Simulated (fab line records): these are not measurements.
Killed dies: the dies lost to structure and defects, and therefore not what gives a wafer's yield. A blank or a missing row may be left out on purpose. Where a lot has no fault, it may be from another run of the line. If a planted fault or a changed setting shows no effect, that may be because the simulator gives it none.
A lot that was struck, set against a sound lot    flow sfqLine    13 out of 325 route steps
Sound: wafers L703.1, L703.2, L703.3. The struck wafers were L711.1, L711.3, L711.5. The cause is named last.
Per side, at each step with rows, come the tool, then ch with its chambers, and then its first start. Under that, the readings that differ: sound wafers    struck wafers    difference of the means    sigmas: that difference in standard deviations of wafers without a fault.
alike: same words and numbers on both sides, and readings whose means sit less than 2 such deviations apart. not compared: any withheld reading, any reading some wafer has no value for, any bound like >300 that may hide the same value, and any number with overlapping values for which the record gives no deviation.
The two part at a step that has a row with sigmas, a row that says differs or no value, or rows on one side only. Non-overlapping numbers with no deviation appear without sigmas and do not part them. A reading missing from all wafers of one side parts the sides only when that side holds two or more wafers.

SFQ_I3_OVL_MEAS_923:
  sound: overlay-01 at day 45 22:59; struck: overlay-01 at day 48 12:07
  alike: I3_OVL
SFQ_TRILAYER_I3_VIA_BARC_OPEN_VIA_ETCH_121: etches BARC in O2, target depth 125 nm, time 41.7 s.
  sound on rieDiel-01 ch 1,2,3, day 45 23:01; struck on rieDiel-01 ch 1,3, day 48 12:09
  alike: chamberPressureMTorr, drypumpMotorCurrentA, oesProductAu
  not compared: rfHoursCounterH
SFQ_TRILAYER_I3_VIA_ETCH_VIA_ETCH_088: etches SiO2 in CHF3, stops on Nb, target depth 260 nm.
  sound on rieDiel-01 ch 1,2,3, day 45 23:04; struck on rieDiel-01 ch 1,3, day 48 12:11
  alike: chamberPressureMTorr, drypumpMotorCurrentA, oesProductAu
SFQ_TRILAYER_I3_VIA_STRIP_STRIP_089: strips in O2.
  sound on rieMetal-03 ch 0,1, day 45 23:10; struck on rieMetal-03 ch 1, day 48 12:18
  alike: chamberPressureMTorr, drypumpMotorCurrentA, oesProductAu
  not compared: rfHoursCounterH
then, 2 steps without rows for these wafers: SFQ_TRILAYER_I3_VIA_STRIP_SOLV_CLEAN_090 (cleans in NMP, time 600 s); SFQ_TRILAYER_M4_DEP_PRE_CLEAN_092 (time 22.5 s).
SFQ_TRILAYER_M4_DEP_SPUTTER_091: material Nb, target thk 200 nm, time 133.3 s.
  sound: pvdSputter-05 at day 45 23:59; struck: pvdSputter-05 at day 48 13:20
  alike: substrateTempC, throttleValvePct
SFQ_M4_RS_MEAS_924: measurement is done with a four-point probe.
  sound: filmMetro-03 at day 46 00:05; struck: filmMetro-04 at day 48 13:26
  alike: M4_NB_RS
then, 3 steps without rows for these wafers: SFQ_TRILAYER_M4_LITHO_COAT_098 (resist thk 62 nm); SFQ_TRILAYER_M4_LITHO_COAT_093 (resist thk 600 nm); SFQ_TRILAYER_M4_LITHO_SOFTBAKE_097.
SFQ_TRILAYER_M4_LITHO_EXPOSE_094: exposes mask M4, target cd 500 nm.
  sound on krfScanner-01 ch 0, day 46 02:05; struck on krfScanner-01, day 49 02:00
  no value came back on the struck wafers for exposureDoseMJCm2, focusOffsetNm (nm); on the sound wafers exposureDoseMJCm2 reads 14.390 14.403 14.407
  alike: mask
then, 1 step without rows for these wafers: SFQ_TRILAYER_M4_LITHO_PEB_096 (peb time 60 s).

WHERE THEY PART
At SFQ_TRILAYER_M4_LITHO_EXPOSE_094 and nowhere else, as far as this record goes.

WHY: the cause the simulator had injected
Whole step skipped at SFQ_TRILAYER_M4_LITHO_EXPOSE_094 on krfScanner-01, starting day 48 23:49. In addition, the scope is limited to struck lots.
